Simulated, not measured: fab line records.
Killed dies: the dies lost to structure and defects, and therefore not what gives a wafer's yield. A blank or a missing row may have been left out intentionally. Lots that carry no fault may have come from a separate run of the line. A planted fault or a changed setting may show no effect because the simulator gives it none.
fab line records | flow gf180mcu
[record] lots = 13 | wafers = 39 | last-day = 34
route steps=602 shown STI@10 PSD@256 V1@353 V2@383
lots that met no fault: taken from a fault-free run of the same line
start-h: the number of hours between the record's first day and the start of the first shown wafer of the lot | wait-h: how many hours have passed since the lot's step before this one | " the same as in the row above | L1.1+2: one row covering several wafers at once | - either no value or no given start | * or withheld: withheld | < > ~ a bound
route shown NAME@n: names a module that has steps shown in the file, with the first one's number in the route | usual: mean/standard deviation taken from wafers without a fault | same: alike in all rows | chamber/n: place in a boat | sites: each site's reading | _std_site: the values' standard deviation | _edge_site: outer sites' mean less inner sites' | radius-mm: for every site, how far away it sits from the centre of the wafer | mask NAME#n: copy n | behind: the tool/chamber that last shaped the wafer | hold: why the lot went on hold/how many hours it stayed there/how the hold came to an end | device: whichever transistor did not switch (one of n, p or np) | end of line: the same wafers' tests at the end of the route | for a step that has no rows: nothing shown but its recipe | killed: dies lost to structure and defects at the first sort, not the wafer's yield | map: the dies of a wafer, with x for killed, . for not killed, _ for no die there
set.NAME: the setting the step ran with; set.NAME@STEP: the setting that earlier step ran with | model.NAME: the simulator's own value behind a step, which no gauge read
the route's steps for a sample of lots (tables are steps, rows are wafers)
services: the hour from which a tool's chamber was out of use, counted from the record's first day as start-h (under 0 if before that day), plus the number of hours and why
[[steps]]
[step GF_STI_EXPOSE_09]
[recipe] mask-id = COMP | target-cd-nm = 220 | na = 0.68 | source-shape = conventional | sigma-outer = 0.6 | dose-mj = 28
[same] sigma-outer = 0.6
lot.wafer  | tool           | chamber | start-h | wait-h | mask
L382.2+3+6 | krf-scanner-01 | 0       | 29.10   | -      | COMP#0
L383.1+2+3 | krf-scanner-02 | 0       | 35.70   | -      | COMP#0
L385.1+2+3 | krf-scanner-02 | 0       | 45.85   | -      | COMP#0
L387.1+4+5 | krf-scanner-01 | 0       | 57.70   | -      | COMP#0
L391.1+2+5 | krf-scanner-01 | 0       | 75.95   | -      | COMP#0
L392.1+3+4 | krf-scanner-02 | 0       | 82.28   | -      | COMP#0
L395.1+2+6 | krf-scanner-01 | 0       | 96.95   | -      | COMP_R1#0
L398.1+2+6 | krf-scanner-01 | 0       | 111.00  | -      | COMP#0
L399.1+3+4 | krf-scanner-02 | 0       | 116.18  | -      | COMP#0
L400.1+4+5 | krf-scanner-01 | 0       | 122.15  | -      | COMP#0
L401.2+5+6 | krf-scanner-01 | 0       | 126.18  | -      | COMP#0
L402.1+2+6 | krf-scanner-02 | 0       | 131.83  | -      | COMP#0
L403.2+3+4 | krf-scanner-01 | 0       | 136.95  | -      | COMP#0
[step GF_STI_CD_MEAS_12]
[recipe] target-cd-nm = 220
[usual] cd-nm = 219.7/1.2
lot.wafer | tool      | chamber | start-h | wait-h | cd-nm
L382.2    | cd-sem-02 | -       | 35.08   | 0.1    | 218.0
L382.3    | "         | -       | "       | "      | 218.5
L382.6    | "         | -       | "       | "      | 219.8
L383.1    | cd-sem-02 | -       | 41.40   | 0.1    | 219.1
L383.2    | "         | -       | "       | "      | 220.0
L383.3    | "         | -       | "       | "      | 219.4
L385.1    | cd-sem-01 | -       | 51.96   | 0.1    | 217.4
L385.2    | "         | -       | "       | "      | 217.8
L385.3    | "         | -       | "       | "      | 217.9
L387.1    | cd-sem-01 | -       | 63.92   | 0.1    | 220.6
L387.4    | "         | -       | "       | "      | 220.7
L387.5    | "         | -       | "       | "      | 219.7
L391.1    | cd-sem-01 | -       | 82.51   | 0.1    | 219.5
L391.2    | "         | -       | "       | "      | 218.9
L391.5    | "         | -       | "       | "      | 219.1
L392.1    | cd-sem-01 | -       | 88.77   | 0.1    | 220.8
L392.3    | "         | -       | "       | "      | 220.3
L392.4    | "         | -       | "       | "      | 219.5
L395.1    | cd-sem-02 | -       | 103.67  | 0.1    | 234.4
L395.2    | "         | -       | "       | "      | 234.6
L395.6    | "         | -       | "       | "      | 234.0
L398.1    | cd-sem-01 | -       | 117.60  | 0.1    | 219.0
L398.2    | "         | -       | "       | "      | 220.0
L398.6    | "         | -       | "       | "      | 219.2
L399.1    | cd-sem-01 | -       | 123.72  | 0.1    | 220.8
L399.3    | "         | -       | "       | "      | 219.4
L399.4    | "         | -       | "       | "      | 220.8
L400.1    | cd-sem-01 | -       | 129.52  | 0.1    | 222.9
L400.4    | "         | -       | "       | "      | 221.6
L400.5    | "         | -       | "       | "      | 222.9
L401.2    | cd-sem-02 | -       | 133.68  | 0.1    | 218.6
L401.5    | "         | -       | "       | "      | 217.9
L401.6    | "         | -       | "       | "      | 219.2
L402.1    | cd-sem-01 | -       | 138.56  | 0.1    | 220.6
L402.2    | "         | -       | "       | "      | 221.0
L402.6    | "         | -       | "       | "      | 220.7
L403.2    | cd-sem-02 | -       | 144.36  | 0.2    | 222.5
L403.3    | "         | -       | "       | "      | 222.3
L403.4    | "         | -       | "       | "      | 221.6
[step GF_PSD_OVL_MEAS_08]
[usual] PSD_OVL = -0.3/1.3
lot.wafer | tool       | chamber | start-h | wait-h | PSD_OVL[nm]
L382.2    | overlay-02 | -       | 334.40  | 0.1    | -1.5
L382.3    | "          | -       | "       | "      | 1.9
L382.6    | "          | -       | "       | "      | -0.1
L383.1    | overlay-02 | -       | 346.39  | 0.1    | -2.5
L383.2    | "          | -       | "       | "      | -0.6
L383.3    | "          | -       | "       | "      | -1.6
L385.1    | overlay-02 | -       | 361.92  | 0.1    | 2.1
L385.2    | "          | -       | "       | "      | 3.5
L385.3    | "          | -       | "       | "      | 1.4
L387.1    | overlay-01 | -       | 381.84  | 0.1    | 1.1
L387.4    | "          | -       | "       | "      | 0.3
L387.5    | "          | -       | "       | "      | -0.4
L391.1    | overlay-02 | -       | 412.89  | 0.1    | -1.3
L391.2    | "          | -       | "       | "      | 0.1
L391.5    | "          | -       | "       | "      | 0.7
L392.1    | overlay-01 | -       | 422.52  | 0.1    | 1.6
L392.3    | "          | -       | "       | "      | 0.9
L392.4    | "          | -       | "       | "      | 1.7
L395.1    | overlay-02 | -       | 449.89  | 0.1    | -0.8
L395.2    | "          | -       | "       | "      | -2.1
L395.6    | "          | -       | "       | "      | -2.4
L398.1    | overlay-02 | -       | 468.54  | 0.1    | 0.7
L398.2    | "          | -       | "       | "      | -0.9
L398.6    | "          | -       | "       | "      | 0.9
L399.1    | overlay-01 | -       | 479.79  | 0.1    | -0.9
L399.3    | "          | -       | "       | "      | -1.6
L399.4    | "          | -       | "       | "      | -2.1
L400.1    | overlay-02 | -       | 490.94  | 0.1    | -2.2
L400.4    | "          | -       | "       | "      | -0.8
L400.5    | "          | -       | "       | "      | 1.0
L401.2    | overlay-01 | -       | 495.48  | 0.1    | 1.3
L401.5    | "          | -       | "       | "      | 0.3
L401.6    | "          | -       | "       | "      | 1.2
L402.1    | overlay-02 | -       | 500.14  | 0.1    | -0.2
L402.2    | "          | -       | "       | "      | -2.3
L402.6    | "          | -       | "       | "      | -1.6
L403.2    | overlay-01 | -       | 509.39  | 0.1    | 0.5
L403.3    | "          | -       | "       | "      | -0.3
L403.4    | "          | -       | "       | "      | -0.3
[step GF_V1_STRIP_18]
[recipe] chemistry = O2/N2 | power-w = 1400 | pressure-mtorr = 1500 | platen-temp-c = 250 | o2-flow-sccm = 3000 | n2-flow-sccm = 300 | overash-fraction = 0.5
[usual] drypump-motor-current-A = 5.7/0.41 | heater-power-w = 331/29 | o2-flow-sccm = 3001/9.1 | oes-product-au = 0.593/0.0051
lot.wafer | tool            | chamber | start-h | wait-h | drypump-motor-current-A | heater-power-w | o2-flow-sccm | oes-product-au | rf-hours-counter-h
L382.2    | plasma-asher-04 | 0       | 430.65  | -      | 6.4                     | 280            | 3002         | 0.599          | 30
L382.3    | "               | 1       | "       | "      | 5.7                     | 340            | 2998         | 0.598          | -
L382.6    | "               | 1       | "       | "      | 5.7                     | 337            | 3007         | 0.590          | -
L383.1    | plasma-asher-04 | 0       | 444.29  | -      | 6.4                     | 278            | 3006         | 0.593          | 32
L383.2    | "               | 1       | "       | "      | 5.8                     | 326            | 2999         | 0.595          | 32
L383.3    | "               | 1       | "       | "      | 5.8                     | 329            | 2993         | 0.597          | -
L385.1    | plasma-asher-01 | 0       | 461.55  | -      | 5.2                     | 334            | 3008         | 0.588          | 75
L385.2    | "               | 1       | "       | "      | 5.9                     | 342            | 3008         | 0.594          | 75
L385.3    | "               | 0       | "       | "      | 5.2                     | 328            | 3009         | 0.594          | -
L387.1    | plasma-asher-04 | 1       | 482.88  | -      | 5.8                     | 339            | 3003         | 0.594          | 35
L387.4    | "               | 1       | "       | "      | 5.8                     | 335            | 2995         | 0.591          | -
L387.5    | "               | 1       | "       | "      | 5.7                     | 342            | 2990         | 0.594          | -
L391.1    | plasma-asher-01 | 0       | 514.20  | -      | 5.2                     | 331            | 3000         | 0.594          | 80
L391.2    | "               | 1       | "       | "      | 5.9                     | 349            | 3019         | 0.592          | 80
L391.5    | "               | 1       | "       | "      | 5.9                     | 352            | 3007         | 0.594          | -
L392.1    | plasma-asher-02 | 1       | 524.10  | -      | 5.4                     | 392            | 3001         | 0.592          | 76
L392.3    | "               | 0       | "       | "      | 5.9                     | 303            | 2992         | 0.595          | -
L392.4    | "               | 1       | "       | "      | 5.4                     | 391            | 2996         | 0.597          | -
L395.1    | plasma-asher-01 | 1       | 548.88  | -      | 6.0                     | 350            | 2998         | 0.594          | 84
L395.2    | "               | 0       | "       | "      | 5.2                     | 328            | 2999         | 0.598          | 84
L395.6    | "               | 0       | "       | "      | 5.2                     | 329            | 3011         | 0.604          | -
L398.1    | plasma-asher-01 | 0       | 566.38  | -      | 5.2                     | 333            | 3002         | 0.587          | 86
L398.2    | "               | 1       | "       | "      | 6.0                     | 344            | 3003         | 0.586          | 86
L398.6    | "               | 1       | "       | "      | 6.0                     | 342            | 3015         | 0.587          | -
L399.1    | plasma-asher-02 | 1       | 577.35  | -      | 5.4                     | 394            | 2999         | 0.603          | 82
L399.3    | "               | 0       | "       | "      | 5.9                     | 316            | 2994         | 0.597          | -
L399.4    | "               | 1       | "       | "      | 5.4                     | 394            | 3010         | 0.586          | -
L400.1    | plasma-asher-01 | 0       | 586.00  | -      | 5.2                     | 330            | 3011         | 0.584          | 87
L400.4    | "               | 1       | "       | "      | 5.9                     | 345            | 3007         | 0.596          | -
L400.5    | "               | 1       | "       | "      | 5.9                     | 345            | 3004         | 0.590          | -
L401.2    | plasma-asher-04 | 1       | 590.75  | -      | 5.8                     | 335            | 2987         | 0.596          | 47
L401.5    | "               | 0       | "       | "      | 6.4                     | 281            | 2987         | 0.594          | -
L401.6    | "               | 1       | "       | "      | 5.8                     | 330            | 3005         | 0.581          | -
L402.1    | plasma-asher-01 | 0       | 595.50  | -      | 5.2                     | 322            | 3011         | 0.590          | 88
L402.2    | "               | 1       | "       | "      | 5.9                     | 349            | 3008         | 0.596          | 88
L402.6    | "               | 0       | "       | "      | 5.2                     | 333            | 2998         | 0.594          | -
L403.2    | plasma-asher-01 | 1       | 604.20  | -      | 5.9                     | 342            | 3001         | 0.593          | 89
L403.3    | "               | 0       | "       | "      | 5.2                     | 330            | 2986         | 0.598          | -
L403.4    | "               | 1       | "       | "      | 5.9                     | 351            | 3005         | 0.585          | -
[step GF_V2_THK_MEAS_01]
[recipe] reads = SiO2_of_V2_CVD_00
[usual] V2_CVD_00_THK = 595/7.1
lot.wafer | tool          | chamber | start-h | wait-h | V2_CVD_00_THK[nm]
L382.2    | film-metro-03 | -       | 457.83  | 0.0    | 596
L382.3    | "             | -       | "       | "      | 613
L382.6    | "             | -       | "       | "      | 601
L383.1    | film-metro-03 | -       | 471.12  | 0.0    | 585
L383.2    | "             | -       | "       | "      | 600
L383.3    | "             | -       | "       | "      | 590
L385.1    | film-metro-03 | -       | 487.86  | 0.0    | 593
L385.2    | "             | -       | "       | "      | 588
L385.3    | "             | -       | "       | "      | 586
L387.1    | film-metro-01 | -       | 509.07  | 0.0    | 597
L387.4    | "             | -       | "       | "      | 591
L387.5    | "             | -       | "       | "      | 587
L391.1    | film-metro-04 | -       | 539.29  | 0.0    | 594
L391.2    | "             | -       | "       | "      | 594
L391.5    | "             | -       | "       | "      | 592
L392.1    | film-metro-03 | -       | 549.16  | 0.0    | 588
L392.3    | "             | -       | "       | "      | 590
L392.4    | "             | -       | "       | "      | 586
L395.1    | film-metro-01 | -       | 573.23  | 0.0    | 598
L395.2    | "             | -       | "       | "      | 590
L395.6    | "             | -       | "       | "      | 597
L398.1    | film-metro-03 | -       | 590.73  | 0.0    | 589
L398.2    | "             | -       | "       | "      | 598
L398.6    | "             | -       | "       | "      | 592
L399.1    | film-metro-01 | -       | 601.00  | 0.0    | 596
L399.3    | "             | -       | "       | "      | 608
L399.4    | "             | -       | "       | "      | 614
L400.1    | film-metro-01 | -       | 609.54  | 0.0    | 597
L400.4    | "             | -       | "       | "      | 596
L400.5    | "             | -       | "       | "      | 593
L401.2    | film-metro-04 | -       | 614.13  | 0.0    | 589
L401.5    | "             | -       | "       | "      | 591
L401.6    | "             | -       | "       | "      | 592
L402.1    | film-metro-03 | -       | 618.45  | 0.0    | 599
L402.2    | "             | -       | "       | "      | 587
L402.6    | "             | -       | "       | "      | 589
L403.2    | film-metro-04 | -       | 627.20  | 0.0    | 594
L403.3    | "             | -       | "       | "      | 604
L403.4    | "             | -       | "       | "      | 590
[[services]]
tool            | chamber | start-h | hours | kind
krf-scanner-01  | -       | 23.99   | 0.8   | pm
krf-scanner-01  | -       | 37.99   | 3.6   | pm
krf-scanner-02  | -       | 61.84   | 0.8   | repair
krf-scanner-01  | -       | 88.00   | 5.8   | repair
krf-scanner-01  | -       | 93.78   | 1.0   | pm
krf-scanner-01  | -       | 106.02  | 1.3   | pm
plasma-asher-01 | -       | 119.16  | 3.3   | repair
krf-scanner-01  | -       | 178.29  | 2.8   | repair
krf-scanner-01  | -       | 192.79  | 0.8   | pm
krf-scanner-01  | -       | 195.13  | 4.4   | pm
krf-scanner-01  | -       | 210.15  | 0.9   | repair
krf-scanner-01  | -       | 259.85  | 1.0   | pm
krf-scanner-01  | -       | 281.92  | 1.3   | pm
plasma-asher-01 | -       | 331.99  | 1.3   | repair
krf-scanner-01  | -       | 361.59  | 0.8   | pm
krf-scanner-01  | -       | 382.06  | 0.3   | repair
krf-scanner-01  | -       | 419.08  | 0.3   | repair
krf-scanner-01  | -       | 428.85  | 1.0   | pm
krf-scanner-01  | -       | 458.61  | 1.3   | pm
plasma-asher-01 | -       | 501.59  | 2.8   | pm
plasma-asher-01 | -       | 515.56  | 2.4   | repair
krf-scanner-01  | -       | 530.39  | 0.8   | pm
krf-scanner-01  | -       | 535.14  | 4.0   | pm
krf-scanner-01  | -       | 597.85  | 1.0   | pm
[[key]]
[first-sign] step = GF_STI_EXPOSE_09 | reading = mask | direction = changed
[effect] step = GF_STI_CD_MEAS_12 | reading = cd-nm | direction = up | sigmas = 13 | usual = 219.7 | struck = 234.3
met-at GF_STI_EXPOSE_09
struck-lots L395
tester-left-out L395
not-acting-at GF_PSD_OVL_MEAS_08,GF_V1_STRIP_18,GF_V2_THK_MEAS_01
onset-between 75.95 96.95
[fault] kind = wrong-mask | tool = any | chamber = - | onset-h = 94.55 | steps = GF_STI_EXPOSE_09 | aux-copy = COMP_R1#0 | cd-offset-nm = 15 | scope = struck-lots-only
// tester-left-out: of these lots the tester's yield and bins aren't shown, on N5 and GAA mostly nor the transistor test; their killed dies are dies lost to structure and defects alone, not to doping, threshold or leakage, so they don't give the yield
